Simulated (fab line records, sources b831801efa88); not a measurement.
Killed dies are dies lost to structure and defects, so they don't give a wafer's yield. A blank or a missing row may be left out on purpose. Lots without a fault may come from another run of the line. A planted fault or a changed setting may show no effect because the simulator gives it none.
fab line records | flow sky130
record lots=14 wafers=42 last_day=52
route steps=708 shown POLY_CUT@316 SD_P@327 RES_XHIGH@339
lots that met no fault: from a run of the same line without faults
start_h: hours from the record's first day to the start of the lot's first wafer shown | wait_h: hours since the lot's step before | " the same as in the row above | L1.1+2: a row that stands for several wafers | - no value, or no start given | * or withheld: withheld | < > ~ a bound
route shown NAME@n: a module of which the file shows steps, and the number in the route of the first | usual: mean/standard deviation of fault-free wafers | same: alike in all rows | chamber/n: place in a boat | sites: the reading at each site | _std_site: their standard deviation | _edge_site: outer sites' mean less inner sites' | radius_mm: how far each site lies from the wafer's centre | mask NAME#n: copy n | behind: the tool/chamber that last shaped the wafer | hold: why the lot was held/for how many hours/how that ended | device: the transistor (n, p or np) that didn't switch | end of line: the same wafers' tests at the end of the route | a step without rows: its recipe alone | killed: dies lost to structure and defects at the first sort, not the wafer's yield | map: a wafer's dies, x killed, . not, _ none there
set.NAME: the setting as run; set.NAME@STEP: as run at that earlier step | model.NAME: the simulator's own value behind a step, which no gauge read
steps of the route over a sample of lots; a table a step, a row a wafer
services: from which hour (start_h, from the record's first day; less than 0 if before it) a tool's chamber was out of use, for how many hours, and why
## steps
# step SKY_POLY_CUT_OVL_MEAS_09
# usual POLY_CUT_OVL=-3/5.1
# columns lot.wafer tool chamber start_h wait_h POLY_CUT_OVL[nm]
L451.1 overlay-02 - 503.33 0.1 -2
L451.3 " - " " 2
L451.6 " - " " 1
L453.1 overlay-01 - 507.06 0.1 1
L453.3 " - " " 2
L453.4 " - " " -1
L454.2 overlay-01 - 520.94 0.1 0
L454.4 " - " " 0
L454.5 " - " " -12
L456.1 overlay-01 - 533.21 0.1 -5
L456.2 " - " " 0
L456.6 " - " " -2
L455.1 overlay-01 - 534.43 0.1 -3
L455.4 " - " " -6
L455.5 " - " " -8
L458.2 overlay-02 - 558.06 0.1 0
L458.3 " - " " 1
L458.4 " - " " -6
L461.1 overlay-01 - 566.96 0.1 0
L461.2 " - " " -6
L461.4 " - " " -6
L464.1 overlay-01 - 587.10 0.1 -8
L464.4 " - " " 8
L464.6 " - " " -1
L465.1 overlay-02 - 596.05 0.1 -6
L465.2 " - " " -4
L465.5 " - " " -4
L466.1 overlay-02 - 610.46 0.1 6
L466.5 " - " " 2
L466.6 " - " " -7
L470.2 overlay-01 - 816.26 0.1 1
L470.3 " - " " 5
L470.4 " - " " 2
L469.2 overlay-02 - 821.06 0.1 -1
L469.4 " - " " -3
L469.6 " - " " -7
L471.2 overlay-01 - 822.86 0.1 2
L471.3 " - " " -10
L471.4 " - " " -6
L473.2 overlay-02 - 824.41 0.1 -1
L473.3 " - " " 0
L473.5 " - " " -6
# step SKY_SD_P_CD_MEAS_07
# recipe target_cd_nm=380
# usual cd_nm=379.9/2.8
# columns lot.wafer tool chamber start_h wait_h cd_nm
L451.1 cd_sem-01 - 532.81 0.1 379.5
L451.3 " - " " 378.1
L451.6 " - " " 381.9
L453.1 cd_sem-02 - 535.26 0.1 380.9
L453.3 " - " " 381.2
L453.4 " - " " 379.4
L454.2 cd_sem-01 - 550.23 0.1 380.7
L454.4 " - " " 383.4
L454.5 " - " " 384.6
L456.1 cd_sem-02 - 562.38 0.1 381.2
L456.2 " - " " 378.4
L456.6 " - " " 382.8
L455.1 cd_sem-02 - 563.63 0.1 380.1
L455.4 " - " " 378.0
L455.5 " - " " 379.6
L458.2 cd_sem-01 - 586.03 0.1 379.3
L458.3 " - " " 382.2
L458.4 " - " " 383.3
L461.1 cd_sem-02 - 595.23 0.1 383.9
L461.2 " - " " 384.0
L461.4 " - " " 383.5
L464.1 cd_sem-02 - 614.06 0.1 382.9
L464.4 " - " " 384.2
L464.6 " - " " 379.9
L465.1 cd_sem-02 - 625.78 0.1 379.8
L465.2 " - " " 380.6
L465.5 " - " " 378.1
L466.1 cd_sem-01 - 640.03 0.1 379.5
L466.5 " - " " 379.4
L466.6 " - " " 380.2
L470.2 cd_sem-01 - 843.51 0.1 377.0
L470.3 " - " " 378.3
L470.4 " - " " 376.5
L469.2 cd_sem-01 - 848.66 0.1 378.5
L469.4 " - " " 378.0
L469.6 " - " " 376.1
L471.2 cd_sem-02 - 849.26 0.1 370.3
L471.3 " - " " 370.4
L471.4 " - " " 373.0
L473.2 cd_sem-02 - 851.66 0.1 374.6
L473.3 " - " " 375.4
L473.5 " - " " 376.5
# step SKY_SD_P_OVL_MEAS_08
# usual SD_P_OVL=-1.1/1.5
# columns lot.wafer tool chamber start_h wait_h SD_P_OVL[nm]
L451.1 overlay-01 - 532.93 0.1 0.7
L451.3 " - " " 0.7
L451.6 " - " " -0.3
L453.1 overlay-02 - 535.38 0.1 -1.4
L453.3 " - " " -0.8
L453.4 " - " " -2.4
L454.2 overlay-02 - 550.33 0.1 1.0
L454.4 " - " " -1.7
L454.5 " - " " 0.6
L456.1 overlay-01 - 562.50 0.1 -1.6
L456.2 " - " " -1.6
L456.6 " - " " -1.2
L455.1 overlay-01 - 563.75 0.1 -1.4
L455.4 " - " " -0.7
L455.5 " - " " -2.4
L458.2 overlay-02 - 586.13 0.1 -0.4
L458.3 " - " " -3.8
L458.4 " - " " -1.1
L461.1 overlay-02 - 595.35 0.1 -3.1
L461.2 " - " " -0.3
L461.4 " - " " -2.9
L464.1 overlay-01 - 614.18 0.1 0.8
L464.4 " - " " 0.3
L464.6 " - " " 0.2
L465.1 overlay-01 - 625.90 0.1 -0.1
L465.2 " - " " -1.2
L465.5 " - " " -2.1
L466.1 overlay-01 - 640.15 0.1 -0.3
L466.5 " - " " -2.0
L466.6 " - " " -1.8
L470.2 overlay-02 - 843.61 0.1 -3.5
L470.3 " - " " -3.3
L470.4 " - " " -0.9
L469.2 overlay-02 - 848.76 0.1 -1.3
L469.4 " - " " -2.0
L469.6 " - " " -2.8
L471.2 overlay-01 - 849.36 0.1 -1.1
L471.3 " - " " 1.3
L471.4 " - " " -1.1
L473.2 overlay-02 - 851.76 0.1 1.8
L473.3 " - " " 3.0
L473.5 " - " " 1.3
# step SKY_RES_XHIGH_IMPLANT_07
# recipe species=BF2 energy_kev=20 dose_cm2=3.6e+14 tilt_deg=0
# usual beam_energy_keV=19.999/0.0067 beam_on_s=40/3.7
# columns lot.wafer tool chamber start_h wait_h beam_energy_keV beam_on_s
L451.1 implanter-01 0 562.06 0.1 19.987 41
L451.3 " 0 " " 20.006 42
L451.6 " 0 " " 19.999 42
L453.1 implanter-01 0 564.76 0.1 20.008 42
L453.3 " 0 " " 20.011 42
L453.4 " 0 " " 20.002 42
L454.2 implanter-04 0 578.84 0.1 20.001 43
L454.4 " 0 " " 19.992 42
L454.5 " 0 " " 19.985 44
L456.1 implanter-01 - 590.11 0.1 - -
L456.2 " - " " - -
L456.6 " - " " - -
L455.1 implanter-01 - 592.09 0.1 - -
L455.4 " - " " - -
L455.5 " - " " - -
L458.2 implanter-04 0 613.98 0.1 20.000 42
L458.3 " 0 " " 20.002 43
L458.4 " 0 " " 20.000 42
L461.1 implanter-01 0 624.94 0.1 19.997 41
L461.2 " 0 " " 19.993 42
L461.4 " 0 " " 20.003 41
L464.1 implanter-01 0 642.51 0.1 19.991 42
L464.4 " 0 " " 20.000 40
L464.6 " 0 " " 20.004 43
L465.1 implanter-04 0 656.06 0.1 20.004 43
L465.2 " 0 " " 20.007 43
L465.5 " 0 " " 20.008 43
L466.1 implanter-03 0 668.89 0.1 20.001 34
L466.5 " 0 " " 19.995 34
L466.6 " 0 " " 19.996 35
L470.2 implanter-01 0 868.99 0.1 19.996 41
L470.3 " 0 " " 19.986 42
L470.4 " 0 " " 19.983 40
L469.2 implanter-04 0 875.03 0.1 19.989 44
L469.4 " 0 " " 19.996 45
L469.6 " 0 " " 20.001 41
L471.2 implanter-03 0 875.66 0.1 19.998 34
L471.3 " 0 " " 20.013 35
L471.4 " 0 " " 20.001 33
L473.2 implanter-01 0 878.29 0.1 19.993 43
L473.3 " 0 " " 19.987 42
L473.5 " 0 " " 19.997 40
# step SKY_RES_XHIGH_TW_MEAS_09
# usual RES_XHIGH_TW=1627/7.6
# columns lot.wafer tool chamber start_h wait_h RES_XHIGH_TW
L451.1 film_metro-01 - 562.31 0.1 1636
L451.3 " - " " 1626
L451.6 " - " " 1634
L453.1 film_metro-02 - 565.01 0.1 1631
L453.3 " - " " 1631
L453.4 " - " " 1635
L454.2 film_metro-02 - 579.07 0.1 1628
L454.4 " - " " 1626
L454.5 " - " " 1624
L456.1 film_metro-02 - 590.77 0.5 30
L456.2 " - " " 30
L456.6 " - " " 30
L455.1 film_metro-04 - 592.37 0.1 30
L455.4 " - " " 30
L455.5 " - " " 30
L458.2 film_metro-02 - 614.22 0.1 1633
L458.3 " - " " 1630
L458.4 " - " " 1630
L461.1 film_metro-01 - 625.19 0.1 1637
L461.2 " - " " 1635
L461.4 " - " " 1625
L464.1 film_metro-02 - 642.76 0.1 1622
L464.4 " - " " 1632
L464.6 " - " " 1627
L465.1 film_metro-04 - 656.31 0.1 1626
L465.2 " - " " 1634
L465.5 " - " " 1624
L466.1 film_metro-01 - 669.14 0.1 1624
L466.5 " - " " 1633
L466.6 " - " " 1627
L470.2 film_metro-04 - 869.22 0.1 1613
L470.3 " - " " 1610
L470.4 " - " " 1618
L469.2 film_metro-02 - 875.27 0.1 1631
L469.4 " - " " 1633
L469.6 " - " " 1630
L471.2 film_metro-01 - 875.90 0.1 1627
L471.3 " - " " 1632
L471.4 " - " " 1632
L473.2 film_metro-02 - 878.52 0.1 1634
L473.3 " - " " 1640
L473.5 " - " " 1634
# step SKY_SD_N_RS_MEAS_18
# recipe thk_meas_gauge=four-point-probe
# usual RES_XHIGH_RS=332.6/1.2
# columns lot.wafer tool chamber start_h wait_h RES_XHIGH_RS[ohm/sq]
L451.1 film_metro-02 - 591.43 0.1 331.7
L451.3 " - " " 331.0
L451.6 " - " " 330.8
L453.1 film_metro-01 - 594.38 0.1 331.6
L453.3 " - " " 332.4
L453.4 " - " " 332.1
L454.2 film_metro-01 - 609.00 0.1 332.7
L454.4 " - " " 331.6
L454.5 " - " " 331.3
L456.1 film_metro-04 - 618.92 0.1 132.6
L456.2 " - " " 132.7
L456.6 " - " " 132.6
L455.1 film_metro-01 - 621.42 0.1 132.8
L455.4 " - " " 132.6
L455.5 " - " " 132.5
L458.2 film_metro-04 - 642.96 0.1 332.0
L458.3 " - " " 332.0
L458.4 " - " " 330.9
L461.1 film_metro-04 - 655.72 0.1 332.4
L461.2 " - " " 331.5
L461.4 " - " " 333.6
L464.1 film_metro-01 - 672.41 0.1 331.4
L464.4 " - " " 332.3
L464.6 " - " " 331.7
L465.1 film_metro-02 - 685.56 0.1 332.7
L465.2 " - " " 333.6
L465.5 " - " " 333.7
L466.1 film_metro-02 - 698.32 0.1 332.8
L466.5 " - " " 332.7
L466.6 " - " " 333.2
L470.2 film_metro-01 - 897.09 0.1 334.2
L470.3 " - " " 333.1
L470.4 " - " " 332.5
L469.2 film_metro-01 - 903.05 0.1 333.7
L469.4 " - " " 333.5
L469.6 " - " " 335.3
L471.2 film_metro-04 - 903.59 0.1 332.5
L471.3 " - " " 331.7
L471.4 " - " " 333.3
L473.2 film_metro-01 - 906.94 0.1 332.7
L473.3 " - " " 332.3
L473.5 " - " " 332.3
## services
# columns tool chamber start_h hours kind
implanter-01 - 646.64 8.4 repair
implanter-04 - 649.44 1.9 repair
implanter-01 - 734.08 1.0 repair
implanter-03 - 755.63 9.5 pm
implanter-01 - 773.88 5.2 pm
implanter-04 - 793.00 2.6 repair
implanter-04 - 862.48 4.5 pm
implanter-01 - 875.47 2.4 repair
## key
first_sign step=SKY_RES_XHIGH_IMPLANT_07 reading=tool_record direction=missing
effect step=SKY_RES_XHIGH_TW_MEAS_09 reading=RES_XHIGH_TW direction=down sigmas=99+ usual=1627 struck=30
effect step=SKY_SD_N_RS_MEAS_18 reading=RES_XHIGH_RS direction=down sigmas=99+ usual=332.6 struck=132.6
met_at SKY_RES_XHIGH_IMPLANT_07
struck_lots L455,L456
later_rows_left_out L455.1,L455.4,L455.5,L456.1,L456.2,L456.6
sort_left_out L455.1,L455.4,L455.5,L456.1,L456.2,L456.6
tester_left_out L455,L456
not_acting_at SKY_POLY_CUT_OVL_MEAS_09,SKY_SD_P_CD_MEAS_07,SKY_SD_P_OVL_MEAS_08
onset_between 564.76 590.11
fault kind=skipped_step_whole tool=implanter-01 chamber=- onset_h=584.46 steps=SKY_RES_XHIGH_IMPLANT_07 scope=struck_lots_only
# tester_left_out: of these lots the tester's yield and bins aren't shown, on N5 and GAA mostly nor the transistor test; their killed dies are dies lost to structure and defects alone, not to doping, threshold or leakage, so they don't give the yield
# sort_left_out: the simulated sort isn't trusted on such a fault, so these wafers' sort isn't shown, and their yield isn't known
# later_rows_left_out: the simulator's readings of these wafers behind a module that went badly wrong aren't trusted and aren't shown, but for the sort
